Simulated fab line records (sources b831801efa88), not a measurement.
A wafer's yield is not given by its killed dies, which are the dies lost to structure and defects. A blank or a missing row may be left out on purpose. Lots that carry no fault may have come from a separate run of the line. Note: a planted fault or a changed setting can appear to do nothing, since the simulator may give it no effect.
Check for tools in common + flow gf180mcu + 42 wafers sampled across 14 lots

== THE REASON FOR OPENING IT ==
GF_VT_IMPLANT_RS_MEAS_46, reading MVSD_RS: flagged on 2 of 14 lots. Wafers without a fault read 456.2 ohm/sq, standard deviation 0.92.
Rule: a lot is flagged in two cases, either no wafer of it has a number, or all its wafers with numbers fall more than 4 standard deviations from that mean. The rest of the lots are taken to be sound.

| lot  | measured     | on           | MVSD_RS (ohm/sq), wafer by wafer | flag    |
|------|--------------|--------------|----------------------------------|---------|
| L696 | day 8 01:10  | filmMetro-02 | 456.4 456.4 456.7                |         |
| L699 | day 8 13:44  | filmMetro-04 | 456.8 456.0 456.2                |         |
| L701 | day 9 05:46  | filmMetro-04 | 457.1 455.5 457.2                |         |
| L702 | day 9 08:16  | filmMetro-01 | 132.6 132.8 132.8                | FLAGGED |
| L703 | day 9 16:40  | filmMetro-02 | 132.9 133.2 133.0                | FLAGGED |
| L708 | day 10 22:14 | filmMetro-04 | 455.6 455.7 456.9                |         |
| L709 | day 11 12:16 | filmMetro-04 | 457.1 458.2 457.4                |         |
| L711 | day 11 19:56 | filmMetro-04 | 454.5 454.2 456.2                |         |
| L712 | day 12 07:51 | filmMetro-01 | 454.4 455.4 455.6                |         |
| L714 | day 12 18:35 | filmMetro-04 | 456.3 455.3 454.1                |         |
| L715 | day 13 00:54 | filmMetro-02 | 456.4 456.4 456.9                |         |
| L716 | day 13 08:17 | filmMetro-04 | 456.2 456.9 455.2                |         |
| L717 | day 13 14:10 | filmMetro-02 | 456.9 457.3 457.4                |         |
| L718 | day 13 21:29 | filmMetro-01 | 455.9 455.8 457.2                |         |
Flagged lots average 132.9 ohm/sq: -323.3 ohm/sq relative to the usual, that is -99 or more standard deviations.

== EACH LOT AND THE TOOL IT RAN ON ==
The record holds 1 process step before the reading, out of a route of 602 steps. Each cell gives the tool, then ch followed by the chambers the sampled wafers passed through, then the start.
| lot  | flag    | GF_VT_IMPLANT_RTA_45            |
|------|---------|---------------------------------|
| L696 |         | rtpAnneal-02 ch 0, day 8 01:04  |
| L699 |         | rtpAnneal-02 ch 0, day 8 13:38  |
| L701 |         | rtpAnneal-01 ch 0, day 9 05:40  |
| L702 | FLAGGED | rtpAnneal-02, day 9 08:10       |
| L703 | FLAGGED | rtpAnneal-02, day 9 16:33       |
| L708 |         | rtpAnneal-01 ch 0, day 10 22:08 |
| L709 |         | rtpAnneal-02 ch 0, day 11 12:09 |
| L711 |         | rtpAnneal-01 ch 0, day 11 19:50 |
| L712 |         | rtpAnneal-01 ch 0, day 12 07:45 |
| L714 |         | rtpAnneal-02 ch 0, day 12 18:29 |
| L715 |         | rtpAnneal-01 ch 0, day 13 00:48 |
| L716 |         | rtpAnneal-02 ch 0, day 13 08:11 |
| L717 |         | rtpAnneal-02 ch 0, day 13 14:04 |
| L718 |         | rtpAnneal-02 ch 0, day 13 21:23 |
What the steps here do:
- GF_VT_IMPLANT_RTA_45: time 30 s.
- GF_VT_IMPLANT_RS_MEAS_46: measures by four-point-probe.

== FLAGGED AGAINST TOTAL, ONE TOOL AT A TIME (gauges that did the reading follow at the end) ==
| step                     | tool         | lots run | flagged | share of the flagged lots | sound lots run after its first flagged lot |
|--------------------------|--------------|----------|---------|---------------------------|--------------------------------------------|
| GF_VT_IMPLANT_RTA_45     | rtpAnneal-01 | 5        | 0       | none                      | -                                          |
| GF_VT_IMPLANT_RTA_45     | rtpAnneal-02 | 9        | 2       | all                       | 5 (L709,L714,L716,L717,L718)               |
| GF_VT_IMPLANT_RS_MEAS_46 | filmMetro-01 | 3        | 1       | some                      | 2 (L712,L718)                              |
| GF_VT_IMPLANT_RS_MEAS_46 | filmMetro-02 | 4        | 1       | some                      | 2 (L715,L717)                              |
| GF_VT_IMPLANT_RS_MEAS_46 | filmMetro-04 | 7        | 0       | none                      | -                                          |

== THE TABLE: WHAT IT ALLOWS ==
Rows of the table that ran each flagged lot: 1, that is rtpAnneal-02 at GF_VT_IMPLANT_RTA_45.
- rtpAnneal-02 at GF_VT_IMPLANT_RTA_45: 2 of its 9 lots flagged. After the first flagged lot (L709, L714, L716, L717, L718), sound lots still ran on it; a lasting fault on the whole tool would not permit that. On the flagged lots its readings are blank where sound lots have values: annealTempCMax, chamberO2Ppm, lampPowerPct, wafer_temp_C_max.
None of the table's rows ran every flagged lot and, after the first, no sound lot.

== WHAT THE SIMULATOR PUT IN ==
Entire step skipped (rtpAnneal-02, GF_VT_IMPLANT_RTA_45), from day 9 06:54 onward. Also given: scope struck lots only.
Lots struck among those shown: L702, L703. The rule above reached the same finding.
